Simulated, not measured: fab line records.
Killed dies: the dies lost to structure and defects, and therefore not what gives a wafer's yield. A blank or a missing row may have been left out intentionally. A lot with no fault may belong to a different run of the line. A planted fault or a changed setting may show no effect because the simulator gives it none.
8D (eight disciplines) problem report, filled in by code :: flow sky130 :: the parts of the form that need people (team, actions taken, sign-off) are left out

1. THE ISSUE
Mean of cathode-dc-power-W at SKY_VIA1_SPUTTER_20: 4255.8 W across 3 wafers in 2 lots; on wafers with no fault it is 4000.1 W (standard deviation 0.7). That is +99 or more standard deviations from the usual mean.
The step: material TiN, target thk 20 nm, time 80 s.
First seen on wafer L641.1, day 36 05:36, on pvd-sputter-03. At this step, 39 wafers from 13 lots have a number in the record. By rule, "out" or "out of limits" means more than 4 standard deviations away from the usual mean. Any other wafer with a number is counted as sound.

2. WHAT IT IS, WHAT IT ISN'T
question: which readings at this step
is: cathode-dc-power-W
is not: throttle-valve-pct

question: which lots
is: L641, L643
is not: L635, L636, L637, L640, L645, L650, L652, L653, L655, L656, L657

question: which wafers of those lots
is: L641.1, L643.2, L643.5
is not: L641.3, L641.4, L643.3

question: read on which tools
is: pvd-sputter-03
is not: pvd-sputter-02, pvd-sputter-04

question: when
is: from day 36 05:36
is not: up to then (14 sound wafers); but 22 sound wafers of L643, L645, L650, L652, L653, L655, L656, L657 came after

3. THE SUSPECTS, EACH WITH WHAT RULES IT OUT
Counting: a tool at a process step up to the reading stays a suspect if it ran every lot that is out. Sound lots after the first of them don't rule it out here, since some wafers of a struck lot are sound.
- pvd-sputter-03 at SKY_VIA1_SPUTTER_20 (material TiN, target thk 20 nm, time 80 s): kept. It ran every lot that is out, first L641 (day 36 05:36); its last sound lot up to then is L636 (day 34 12:29). Out on those wafers are its own readings of cathode-dc-power-W.
Left after counting: pvd-sputter-03 at SKY_VIA1_SPUTTER_20.

4. THE CAUSE (what the simulator had put in)
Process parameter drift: pvd-sputter-03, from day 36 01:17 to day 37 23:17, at SKY_VIA1_SPUTTER_20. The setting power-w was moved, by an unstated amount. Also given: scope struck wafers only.
After counting, this tool was the only one left.

5. THE CHAIN OF EFFECTS, in route order
Each row: a reading where the mean over the struck wafers with a number is more than 3 standard deviations away from the usual. Readings are gone through only where the record gives a usual standard deviation; hours: the median, over the lots, of the time from a lot's start at the first step in this table giving one to that lot's start at this step; sigmas: the change measured in usual standard deviations.
hours: 0
step: SKY_VIA1_SPUTTER_20
reading: cathode-dc-power-W
usual: 4000.1 W
on struck wafers: 4255.8
change: +255.7
sigmas: +99 or more
It contains these process steps:
- SKY_VIA1_SPUTTER_20: material TiN, target thk 20 nm, time 80 s.
At these later measuring or inspecting steps, every struck wafer for which the step has a row has a number for every such reading, and none has moved that far: SKY_VIA2_THK_MEAS_01, SKY_VIA2_BOW_MEAS_03.

6. HOW IT WOULD HAVE BEEN CAUGHT EARLIER
In this record no reading fell out of limits until day 36 05:36, 4 hours after the fault had begun at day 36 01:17.
